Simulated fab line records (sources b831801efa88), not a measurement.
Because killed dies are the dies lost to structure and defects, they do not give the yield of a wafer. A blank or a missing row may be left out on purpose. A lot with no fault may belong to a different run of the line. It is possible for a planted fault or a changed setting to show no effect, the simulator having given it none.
fab line records | flow gf180mcu | part 1 of 2: steps 1 to 25 of 34
[record] lots = 5 wafers = 15 last_day = 34
route steps=602 shown STI@15 DNWELL@32 NWELL@42
lots untouched by any fault: they come from a run of this same line in which no faults occurred
start_h: hours from the record's first day to the start of the lot's first wafer shown | wait_h: how many hours have passed since the lot's step before this one | " unchanged from the row above | L1.1+2: several wafers, shown together as one row | - either no value or no given start | * or withheld: withheld | < > ~ a bound
route shown NAME@n: NAME is a module with steps in the file, n the number in the route of the first one | usual: average and standard deviation across the fault-free wafers | same: alike in all rows | chamber/n: place in a boat | sites: readings site by site | _std_site: the standard deviation of these | _edge_site: inner sites' mean taken away from outer sites' mean | radius_mm: for every site, how far away it sits from the centre of the wafer | mask NAME#n: copy n | behind: tool/chamber where the wafer was last shaped | hold: why the lot was held/for how many hours/how that ended | device: which transistor (n, p or np) failed to switch | end of line: the same wafers' tests at the end of the route | a step with no rows: only its recipe | killed: dies lost to structure and defects at the first sort, not the wafer's yield | map: dies across one wafer; x = killed, . = not, _ = none there
set.NAME: the setting that was run; set.NAME@STEP: the one run at that earlier step | model.NAME: the simulator's own value behind a step, which no gauge read
certain route steps with their lots: each step a table, each wafer a row
services: when a tool's chamber went out of use (start_h, in hours from the record's first day, below 0 if earlier), for how many hours, and the reason
[[steps]]
[step GF_STI_ETCH_14]
[recipe] target = Si chemistry = HBr/Cl2/O2 target_depth_nm = 360 icp_w = 600 bias_w = 150 pressure_mtorr = 15 HBr_flow_sccm = 150 Cl2_flow_sccm = 40 O2_flow_sccm = 6 time_s = 102.9
[usual] O2_flow_sccm = 5.998/0.016 drypump_motor_current_A = 5.55/0.3 he_backside_leak_sccm = 2.66/0.27 oes_product_au = 1.001/0.0081 throttle_valve_pct = 25.655/0.0096
// columns lot.wafer tool chamber start_h wait_h O2_flow_sccm drypump_motor_current_A he_backside_leak_sccm oes_product_au rf_hours_counter_h throttle_valve_pct
L079.1 rie_si-02 2 51.03 0.0 5.985 5.28 2.98 0.999 34 25.657
L079.4 " 2 " " 5.972 5.28 2.89 1.000 - 25.653
L079.5 " 1 " " 6.007 5.52 2.55 1.005 - 25.652
L084.1 rie_si-01 3 79.47 0.0 5.987 5.74 2.81 0.998 85 25.667
L084.4 " 0 " " 5.979 5.56 2.61 1.011 23 25.636
L084.6 " 3 " " 6.025 5.75 3.04 0.993 - 25.663
L087.1 rie_si-01 0 91.70 0.0 6.002 5.52 2.59 1.001 23 25.654
L087.5 " 2 " " 5.975 5.57 2.49 0.997 - 25.657
L087.6 " 1 " " 6.009 6.22 2.32 0.989 - 25.674
L096.1 rie_si-02 3 138.60 0.0 6.001 5.15 2.68 1.001 123 25.654
L096.3 " 0 " " 6.007 5.57 2.82 1.007 1 25.651
L096.5 " 2 " " 5.976 5.26 2.64 1.016 - 25.639
L097.1 rie_si-02 3 145.00 0.0 5.988 5.15 2.63 1.008 123 25.654
L097.2 " 0 " " 6.007 5.57 2.94 1.006 1 25.641
L097.4 " 2 " " 5.985 5.25 2.81 1.007 - 25.649
[step GF_STI_STRIP_15]
[recipe] chemistry = O2/N2 power_w = 1400 pressure_mtorr = 1500 platen_temp_c = 250 o2_flow_sccm = 3000 n2_flow_sccm = 300 overash_fraction = 0.5
[usual] drypump_motor_current_A = 5.8/0.4 heater_power_w = 360/40 oes_product_au = 0.384/0.0048 strip_time_to_endpoint_s = 3.73/0.036
[same] overash_fraction = 0.5
// columns lot.wafer tool chamber start_h wait_h drypump_motor_current_A heater_power_w oes_product_au rf_hours_counter_h strip_time_to_endpoint_s
L079.1 plasma_asher-01 1 51.10 0.0 5.1 393 0.394 25 3.74
L079.4 " 1 " " 5.1 397 0.382 - 3.77
L079.5 " 0 " " 5.6 307 0.387 - 3.74
L084.1 plasma_asher-02 0 79.54 0.0 5.9 358 0.375 41 3.78
L084.4 " 1 " " 6.3 420 0.381 - 3.72
L084.6 " 1 " " 6.3 412 0.387 - 3.71
L087.1 plasma_asher-02 1 91.78 0.0 6.3 411 0.381 42 3.72
L087.5 " 1 " " 6.3 427 0.385 - 3.71
L087.6 " 0 " " 5.9 364 0.383 - 3.76
L096.1 plasma_asher-01 1 138.68 0.0 5.1 397 0.380 34 3.70
L096.3 " 1 " " 5.1 390 0.376 - 3.68
L096.5 " 1 " " 5.1 386 0.388 - 3.68
L097.1 plasma_asher-01 0 145.08 0.0 5.6 302 0.377 35 3.67
L097.2 " 1 " " 5.1 385 0.372 35 3.65
L097.4 " 0 " " 5.6 298 0.379 - 3.68
[step GF_STI_CLEAN_16]
[recipe] chemistry = dHF time_s = 25 dilution = 100:1
// columns lot.wafer tool chamber start_h wait_h
L079.1+4+5 wet_bench-03 0 51.20 0.1
L084.1+4+6 wet_bench-01 0 79.64 0.1
L087.1+5+6 wet_bench-03 2 91.88 0.1
L096.1+3+5 wet_bench-02 3 138.79 0.1
L097.1+2+4 wet_bench-01 0 145.18 0.1
[step GF_STI_WET_ETCH_17]
[recipe] chemistry = H3PO4 target_depth_nm = 45 temp_c = 160 target = Si3N4 time_s = 514
// columns lot.wafer tool chamber start_h wait_h
L079.1+4+5 wet_bench-02 1 51.22 0.0
L084.1+4+6 wet_bench-02 1 79.66 0.0
L087.1+5+6 wet_bench-01 3 91.89 0.0
L096.1+3+5 wet_bench-02 3 138.81 0.0
L097.1+2+4 wet_bench-02 3 145.19 0.0
[step GF_STI_CLEAN_18]
[recipe] chemistry = SC1/SC2 mix = 1:4:20 temp_c = 70 time_s = 150
// columns lot.wafer tool chamber start_h wait_h
L079.1+4+5 wet_bench-03 3 51.37 0.0
L084.1+4+6 wet_bench-03 0 79.81 0.0
L087.1+5+6 wet_bench-02 0 92.04 0.0
L096.1+3+5 wet_bench-03 0 138.96 0.0
L097.1+2+4 wet_bench-01 1 145.34 0.0
[step GF_STI_CLEAN_19]
[recipe] chemistry = dHF time_s = 20 dilution = 100:1
// columns lot.wafer tool chamber start_h wait_h
L079.1+4+5 wet_bench-01 2 51.42 0.0
L084.1+4+6 wet_bench-01 1 79.91 0.0
L087.1+5+6 wet_bench-03 3 92.09 0.0
L096.1+3+5 wet_bench-02 0 139.01 0.0
L097.1+2+4 wet_bench-03 3 145.39 0.0
[step GF_STI_WET_ETCH_20]
[recipe] chemistry = dHF dilution = 100:1 target_depth_nm = 20 temp_c = 25 dry = ipa_marangoni target = SiO2 time_s = 400
// columns lot.wafer tool chamber start_h wait_h
L079.1+4+5 wet_bench-02 1 51.44 0.0
L084.1+4+6 wet_bench-02 3 79.92 0.0
L087.1+5+6 wet_bench-01 1 92.11 0.0
L096.1+3+5 wet_bench-03 2 139.02 0.0
L097.1+2+4 wet_bench-02 1 145.41 0.0
[step GF_STI_OXIDATION_21]
[recipe] temp_c = 1000 ambient = O2 stabilise_s = 600 purge_s = 300 target_thk_a = 150 ox_time_s = 458
[usual] tube_center_temp_C = 1000/0.086 tube_center_temp_C_max = 1002.5/0.44 zone_power_top_pct = 35.0/0.56
// columns lot.wafer tool chamber start_h wait_h tube_center_temp_C tube_center_temp_C_max zone_power_top_pct
L079.1 furnace-01 0 55.68 4.1 1000 1002.5 35.5
L079.4 " 0 " " 1000 1003.8 35.3
L079.5 " 0 " " 999.96 1003.4 35.9
L084.1 furnace-01 0 80.96 0.9 1000.1 1002.3 35.6
L084.4 " 0 " " 999.89 1003.3 35.0
L084.6 " 0 " " 999.95 1003.5 35.0
L087.1 furnace-01 0 92.23 0.0 1000 1003.5 35.5
L087.5 " 0 " " 999.95 1002.2 35.2
L087.6 " 0 " " 1000.1 1002.3 35.8
L096.1 furnace-01 0 139.14 0.0 1000.2 1003.3 35.3
L096.3 " 0 " " 1000.1 1002.0 35.9
L096.5 " 0 " " 1000.1 1002.8 35.3
L097.1 furnace-01 0 146.51 1.0 1000 1002.5 35.7
L097.2 " 0 " " 1000.2 1002.6 35.8
L097.4 " 0 " " 1000.1 1002.6 35.7
[step GF_STI_THK_MEAS_22]
[recipe] reads = SiO2_of_STI_OXIDATION_21
[usual] STI_OXIDATION_01_THK = 14.88/0.22
// columns lot.wafer tool chamber start_h wait_h STI_OXIDATION_01_THK[nm]
L079.1 film_metro-03 - 56.81 0.0 14.81
L079.4 " - " " 14.53
L079.5 " - " " 14.80
L084.1 film_metro-01 - 82.09 0.0 14.83
L084.4 " - " " 14.76
L084.6 " - " " 14.90
L087.1 film_metro-01 - 93.36 0.0 15.24
L087.5 " - " " 15.22
L087.6 " - " " 15.19
L096.1 film_metro-03 - 140.27 0.0 15.19
L096.3 " - " " 14.95
L096.5 " - " " 15.30
L097.1 film_metro-01 - 147.64 0.0 14.92
L097.2 " - " " 14.88
L097.4 " - " " 14.91
[step GF_STI_CVD_23]
[recipe] material = SiO2 target_thk_nm = 650 sigma_open_frac = 0.3 time_s = 108.3 temp_c = 600 sih4_flow_sccm = 60 pressure_mtorr = 6
// columns lot.wafer tool chamber start_h wait_h
L079.1+4+5 hdpcvd-01 2,2,1 56.87 0.1
L084.1+4+6 hdpcvd-02 1,1,0 82.15 0.1
L087.1+5+6 hdpcvd-02 2,0,2 93.42 0.1
L096.1+3+5 hdpcvd-02 1,0,1 140.33 0.1
L097.1+2+4 hdpcvd-02 2,1,0 147.70 0.1
[step GF_STI_THK_MEAS_24]
[recipe] reads = SiO2_of_STI_CVD_23
[usual] STI_CVD_23_THK = 648/5.2
// columns lot.wafer tool chamber start_h wait_h STI_CVD_23_THK[nm]
L079.1 film_metro-04 - 56.94 0.0 650
L079.4 " - " " 647
L079.5 " - " " 649
L084.1 film_metro-04 - 82.23 0.0 652
L084.4 " - " " 653
L084.6 " - " " 649
L087.1 film_metro-04 - 93.49 0.0 641
L087.5 " - " " 656
L087.6 " - " " 650
L096.1 film_metro-01 - 140.40 0.0 649
L096.3 " - " " 656
L096.5 " - " " 653
L097.1 film_metro-04 - 147.78 0.0 649
L097.2 " - " " 646
L097.4 " - " " 655
[step GF_STI_CMP_25]
[recipe] stop_on = Si3N4 t_overpolish_s = 31.66 down_force_psi = 4 platen_rpm = 60 target_thk_nm = 524.6 pad_velocity_m_s = 0.94248
[usual] motor_current_A = 12.7/0.7 overpolish_run_s = 31.658/0.0096 platen_rpm = 60.00/0.043 time_to_endpoint_s = 123.1/2.9
// columns lot.wafer tool chamber start_h wait_h motor_current_A overpolish_run_s platen_rpm time_to_endpoint_s
L079.1 cmp-02 1 57.05 0.1 14.1 31.636 59.96 125.2
L079.4 " 2 " " 13.3 31.657 59.93 124.6
L079.5 " 0 " " 12.8 31.688 60.01 123.4
L084.1 cmp-02 3 82.29 0.1 13.4 31.662 59.99 121.1
L084.4 " 2 " " 13.5 31.653 59.98 122.7
L084.6 " 0 " " 12.4 31.657 60.07 122.2
L087.1 cmp-02 2 93.55 0.1 12.8 31.657 60.03 125.6
L087.6 " 2 " " 13.3 31.667 60.00 127.6
L087.5 " 3 " " 13.6 31.643 60.06 123.6
L096.1 cmp-02 1 140.56 0.1 13.6 31.669 60.01 124.1
L096.3 " 2 " " 12.9 31.664 60.08 129.1
L096.5 " 0 " " 12.4 31.661 60.01 122.7
L097.1 cmp-02 3 147.89 0.1 12.5 31.652 59.96 121.3
L097.4 " 0 " " 12.4 31.665 59.88 125.6
L097.2 " 1 " " 13.5 31.669 60.01 122.4
[step GF_STI_WET_ETCH_26]
[recipe] chemistry = dHF target_depth_nm = 94 target = SiO2 temp_c = 25 dilution = 10:1 time_s = 188
// columns lot.wafer tool chamber start_h wait_h
L079.1+4+5 wet_bench-01 2 57.30 0.2
L084.1+4+6 wet_bench-02 0 82.59 0.2
L087.1+5+6 wet_bench-02 2 93.85 0.2
L096.1+3+5 wet_bench-01 3 140.76 0.1
L097.1+2+4 wet_bench-03 3 148.14 0.2
[step GF_STI_WET_ETCH_27]
[recipe] chemistry = H3PO4 target_depth_nm = 160 target = Si3N4 temp_c = 160 time_s = 1825
// columns lot.wafer tool chamber start_h wait_h
L079.1+4+5 wet_bench-02 1 57.36 0.0
L084.1+4+6 wet_bench-01 2 82.65 0.0
L087.1+5+6 wet_bench-01 3 93.91 0.0
L096.1+3+5 wet_bench-01 3 140.83 0.0
L097.1+2+4 wet_bench-02 3 148.20 0.0
[step GF_STI_WET_ETCH_28]
[recipe] chemistry = dHF target_depth_nm = 20 dry = ipa_marangoni target = SiO2 temp_c = 25 dilution = 10:1 time_s = 40
// columns lot.wafer tool chamber start_h wait_h
L079.1+4+5 wet_bench-02 2 57.88 0.0
L084.1+4+6 wet_bench-02 2 83.21 0.0
L087.1+5+6 wet_bench-03 1 94.43 0.0
L096.1+3+5 wet_bench-03 3 141.39 0.0
L097.1+2+4 wet_bench-01 2 148.71 0.0
[step GF_STI_OXIDATION_29]
[recipe] temp_c = 900 ambient = O2 stabilise_s = 600 purge_s = 300 target_thk_a = 100 ox_time_s = 1418
[usual] tube_center_temp_C = 900/0.084 tube_center_temp_C_max = 902.3/0.38 zone_power_top_pct = 29.2/0.44
// columns lot.wafer tool chamber start_h wait_h tube_center_temp_C tube_center_temp_C_max zone_power_top_pct
L079.1 furnace-02 0 60.75 2.9 899.86 902.3 29.3
L079.4 " 0 " " 899.95 902.3 28.8
L079.5 " 0 " " 899.94 902.1 29.0
L084.1 furnace-01 0 83.34 0.1 900.12 902.5 29.6
L084.4 " 0 " " 900.07 902.1 29.6
L084.6 " 0 " " 900.04 902.7 29.3
L087.1 furnace-01 0 94.45 0.0 900.1 902.1 29.8
L087.5 " 0 " " 900 902.4 29.8
L087.6 " 0 " " 899.98 902.3 29.0
L096.1 furnace-02 0 141.51 0.1 899.96 902.3 28.7
L096.3 " 0 " " 899.99 902.4 28.5
L096.5 " 0 " " 899.86 902.1 29.2
L097.1 furnace-02 0 148.73 0.0 899.92 902.4 29.3
L097.2 " 0 " " 899.97 901.9 29.1
L097.4 " 0 " " 899.99 902.4 29.2
[step GF_STI_THK_MEAS_30]
[recipe] reads = SiO2_of_STI_OXIDATION_29
[usual] STI_OXIDATION_02_THK = 9.98/0.19
// columns lot.wafer tool chamber start_h wait_h STI_OXIDATION_02_THK[nm]
L079.1 film_metro-03 - 62.14 0.0 9.82
L079.4 " - " " 9.99
L079.5 " - " " 9.93
L084.1 film_metro-04 - 84.73 0.0 10.09
L084.4 " - " " 10.11
L084.6 " - " " 10.20
L087.1 film_metro-04 - 95.84 0.0 9.73
L087.5 " - " " 9.84
L087.6 " - " " 9.80
L096.1 film_metro-03 - 142.91 0.0 10.12
L096.3 " - " " 9.82
L096.5 " - " " 10.08
L097.1 film_metro-03 - 150.13 0.0 9.89
L097.2 " - " " 10.01
L097.4 " - " " 9.95
[step GF_DNWELL_DEHYDRATE_00]
[recipe] temp_c = 200 time_s = 60
[usual] heater_power_total_W = 160.38/0.13 resist_line_temp_C = 22.99/0.1
// columns lot.wafer tool chamber start_h wait_h heater_power_total_W resist_line_temp_C
L079.1 litho_track-01 0 67.36 5.2 160.12 22.84
L079.4 " 0 " " 160.41 22.81
L079.5 " 0 " " 160.17 22.86
L084.1 litho_track-02 0 90.83 6.1 160.27 23.02
L084.4 " 0 " " 160.58 23.02
L084.6 " 0 " " 160.30 23.01
L087.1 litho_track-04 0 102.70 6.9 160.34 22.95
L087.5 " 0 " " 160.27 22.94
L087.6 " 0 " " 160.18 22.92
L096.1 litho_track-02 0 150.67 7.8 160.32 23.03
L096.3 " 0 " " 160.42 23.13
L096.5 " 0 " " 160.28 23.11
L097.1 litho_track-04 0 157.50 7.4 160.28 22.79
L097.2 " 0 " " 160.49 22.85
L097.4 " 0 " " 160.17 23.00
[step GF_DNWELL_HMDS_01]
[recipe] prime_time_s = 60 prime_temp_c = 120
[usual] prime_temp_c = 120.00/0.12 resist_line_temp_C = 23.00/0.1
// columns lot.wafer tool chamber start_h wait_h prime_temp_c resist_line_temp_C
L079.1 litho_track-01 0 67.51 0.1 120.15 22.99
L079.4 " 0 " " 120.05 22.99
L079.5 " 0 " " 120.22 22.97
L084.1 litho_track-02 0 90.98 0.1 119.93 22.90
L084.4 " 0 " " 120.21 22.94
L084.6 " 0 " " 120.20 22.75
L087.1 litho_track-04 0 102.85 0.1 120.01 22.88
L087.5 " 0 " " 119.94 22.87
L087.6 " 0 " " 119.91 23.06
L096.1 litho_track-02 0 150.82 0.1 120.08 22.85
L096.3 " 0 " " 120.19 22.97
L096.5 " 0 " " 120.07 23.01
L097.1 litho_track-04 0 157.65 0.1 119.76 22.84
L097.2 " 0 " " 119.84 23.03
L097.4 " 0 " " 119.95 23.02
[step GF_DNWELL_COAT_02]
[recipe] spin_rpm = 2000 resist_thk_nm = 3000
[usual] resist_line_temp_C = 23.01/0.1
// columns lot.wafer tool chamber start_h wait_h resist_line_temp_C
L079.1 litho_track-01 0 67.66 0.1 23.15
L079.4 " 0 " " 23.19
L079.5 " 0 " " 23.08
L084.1 litho_track-02 0 91.13 0.1 22.96
L084.4 " 0 " " 22.98
L084.6 " 0 " " 22.93
L087.1 litho_track-04 0 103.00 0.1 23.05
L087.5 " 0 " " 23.10
L087.6 " 0 " " 22.96
L096.1 litho_track-02 0 150.97 0.1 23.01
L096.3 " 0 " " 22.88
L096.5 " 0 " " 22.95
L097.1 litho_track-04 0 157.80 0.1 22.95
L097.2 " 0 " " 23.14
L097.4 " 0 " " 23.09
[step GF_DNWELL_SOFTBAKE_03]
[recipe] temp_c = 110 time_s = withheld
[usual] heater_power_total_W = 65.31/0.13 resist_line_temp_C = 23.01/0.11
// columns lot.wafer tool chamber start_h wait_h heater_power_total_W resist_line_temp_C
L079.1 litho_track-01 0 67.81 0.1 65.12 23.01
L079.4 " 0 " " 65.08 23.09
L079.5 " 0 " " 65.35 23.07
L084.1 litho_track-02 0 91.28 0.1 65.21 23.11
L084.4 " 0 " " 65.25 22.97
L084.6 " 0 " " 65.44 23.10
L087.1 litho_track-04 0 103.15 0.1 65.26 22.90
L087.5 " 0 " " 65.14 23.08
L087.6 " 0 " " 65.35 23.03
L096.1 litho_track-02 0 151.12 0.1 65.35 23.11
L096.3 " 0 " " 65.26 23.17
L096.5 " 0 " " 65.21 23.22
L097.1 litho_track-04 0 157.95 0.1 65.49 22.89
L097.2 " 0 " " 65.15 22.99
L097.4 " 0 " " 65.37 22.96
[step GF_DNWELL_EXPOSE_04]
[recipe] mask_id = DNWELL target_cd_nm = 1700 na = 0.6 source_shape = conventional sigma_outer = 0.6 dose_mj = 260
[usual] reticle_temp_C = 22.99/0.098
// columns lot.wafer tool chamber start_h wait_h mask reticle_temp_C
L079.1 iline_stepper-02 0 - - DNWELL#0 22.99
L079.4 " 0 " " DNWELL#0 22.87
L079.5 " 0 " " DNWELL#0 22.97
L084.1 iline_stepper-01 0 - - DNWELL#0 22.99
L084.4 " 0 " " DNWELL#0 22.95
L084.6 " 0 " " DNWELL#0 23.00
L087.1 iline_stepper-02 0 - - DNWELL#0 23.03
L087.5 " 0 " " DNWELL#0 23.02
L087.6 " 0 " " DNWELL#0 22.87
L096.1 iline_stepper-01 0 - - DNWELL#0 22.90
L096.3 " 0 " " DNWELL#0 23.02
L096.5 " 0 " " DNWELL#0 23.01
L097.1 iline_stepper-01 0 - - DNWELL#0 22.91
L097.2 " 0 " " DNWELL#0 22.85
L097.4 " 0 " " DNWELL#0 22.96
[step GF_DNWELL_PEB_05]
[recipe] temp_c = 115 time_s = withheld
[usual] heater_power_total_W = 69.34/0.13 resist_line_temp_C = 23.00/0.11
// columns lot.wafer tool chamber start_h wait_h heater_power_total_W resist_line_temp_C
L079.1 litho_track-04 0 - - 69.30 22.93
L079.4 " 0 " " 69.36 23.01
L079.5 " 0 " " 69.28 23.01
L084.1 litho_track-04 0 - - 69.44 22.94
L084.4 " 0 " " 69.52 23.00
L084.6 " 0 " " 69.55 23.04
L087.1 litho_track-04 0 - - 69.10 22.98
L087.5 " 0 " " 69.24 23.10
L087.6 " 0 " " 69.29 23.15
L096.1 litho_track-02 0 - - 69.34 23.16
L096.3 " 0 " " 69.16 23.00
L096.5 " 0 " " 69.50 23.11
L097.1 litho_track-01 0 - - 69.27 22.88
L097.2 " 0 " " 69.09 22.98
L097.4 " 0 " " 69.25 22.88
[step GF_DNWELL_DEVELOP_06]
[recipe] wall_angle_deg = 90 develop_time_s = 60 dev_temp_c = 23
[usual] resist_line_temp_C = 23.01/0.11
[same] develop_time_s = 60
// columns lot.wafer tool chamber start_h wait_h resist_line_temp_C
L079.1 litho_track-04 0 - - 22.92
L079.4 " 0 " " 23.06
L079.5 " 0 " " 23.18
L084.1 litho_track-04 0 - - 23.29
L084.4 " 0 " " 23.23
L084.6 " 0 " " 23.29
L087.1 litho_track-04 0 - - 22.97
L087.5 " 0 " " 22.91
L087.6 " 0 " " 23.02
L096.1 litho_track-02 0 - - 22.92
L096.3 " 0 " " 23.07
L096.5 " 0 " " 22.87
L097.1 litho_track-01 0 - - 22.81
L097.2 " 0 " " 22.91
L097.4 " 0 " " 22.85
[step GF_DNWELL_IMPLANT_07]
[recipe] species = P energy_kev = 1500 dose_cm2 = 1e+13 tilt_deg = 0
[usual] faraday_current_uA = 56.2/1
[same] implant_ion_amu = 31
// columns lot.wafer tool chamber start_h wait_h faraday_current_uA
L079.1 implanter-03 0 74.46 - 56.6
L079.4 " 0 " " 57.0
L079.5 " 0 " " 55.8
L084.1 implanter-03 0 98.61 - 54.8
L084.4 " 0 " " 55.7
L084.6 " 0 " " 56.2
L087.1 implanter-01 0 109.95 - 58.9
L087.5 " 0 " " 59.3
L087.6 " 0 " " 57.3
L096.1 implanter-01 0 159.17 - 57.7
L096.3 " 0 " " 55.4
L096.5 " 0 " " 55.1
L097.1 implanter-03 0 166.01 - 56.7
L097.2 " 0 " " 56.1
L097.4 " 0 " " 56.5
